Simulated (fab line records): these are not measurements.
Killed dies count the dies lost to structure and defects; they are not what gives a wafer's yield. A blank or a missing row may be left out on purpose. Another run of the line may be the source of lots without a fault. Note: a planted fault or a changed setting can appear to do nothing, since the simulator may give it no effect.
Which of the tools did it? ; flow gf180mcu ; Sampling: 6 lots, 18 wafers, 3 of 602 route steps

== WHAT EACH GAUGE READ, for each wafer ==
GF_M1_CD_MEAS_14: target cd 230 nm.
lot;measured;on;cdNm (nm)
L994;day 17 16:11;cdSem-02;229.0 229.8 230.3
L101;day 20 09:42;cdSem-01;229.5 229.1 230.4
L105;day 21 15:08;cdSem-01;204.0 204.8 232.4
L111;day 23 17:54;cdSem-02;230.3 231.0 230.7
L113;day 24 10:07;cdSem-02;230.9 231.8 230.6
L115;day 25 01:45;cdSem-02;232.1 231.5 230.1

== WHICH TOOL RAN EACH LOT (tool, then ch and the chambers of the sampled wafers, then the start) ==
lot;GF_CONTACT_ETCH_16;GF_M1_EXPOSE_11
L994;rieDiel-03 ch 0,2,3, day 16 14:59;krfScanner-02 ch 0, day 17 04:38
L101;rieDiel-03 ch 2,3, day 19 07:53;krfScanner-02 ch 0, day 19 21:34
L105;rieDiel-04 ch 1,2,3, day 20 13:17;krfScanner-01 ch 0, day 21 03:21
L111;rieDiel-03 ch 0,2,3, day 22 18:14;krfScanner-02 ch 0, day 23 07:06
L113;rieDiel-01 ch 0,2,3, day 23 11:02;krfScanner-02 ch 0, day 23 23:41
L115;rieDiel-01 ch 0,2,3, day 24 02:49;krfScanner-02 ch 0, day 24 14:26
- GF_CONTACT_ETCH_16: etches BARC in N2/H2.
- GF_M1_EXPOSE_11: exposes mask Metal1, target cd 230 nm.

== THE ANSWER, worked out from the rows above alone ==
Rule: usual is defined by the lots themselves. The widest of any qualifying gaps counts: lots, ordered by their means at a reading, are off when they make up no more than a third of the lots, leave a main group of 4 or more, and stand apart from it by 3 or more times the standard deviation of that group's means. A main group is skipped when, at the precision printed for the reading in the tables above, its means are all equal. Also off: a lot with no number at a reading for which 4 or more lots have one. Where the step has rows for the other lots, those lots are counted as sound.
Off at GF_M1_CD_MEAS_14 (cdNm): L105. Main group: mean 230.5 nm, sd 0.67.
If a tool, at a process step before that reading, ran all the lots that are off and no sound lot after the first of them, it fits. The gauges at GF_M1_CD_MEAS_14 are tried like those tools. Can't be told from this: 3 tools fit, rieDiel-04 at GF_CONTACT_ETCH_16, krfScanner-01 at GF_M1_EXPOSE_11, cdSem-01 at GF_M1_CD_MEAS_14.

== WHAT WAS PUT IN BY THE SIMULATOR ==
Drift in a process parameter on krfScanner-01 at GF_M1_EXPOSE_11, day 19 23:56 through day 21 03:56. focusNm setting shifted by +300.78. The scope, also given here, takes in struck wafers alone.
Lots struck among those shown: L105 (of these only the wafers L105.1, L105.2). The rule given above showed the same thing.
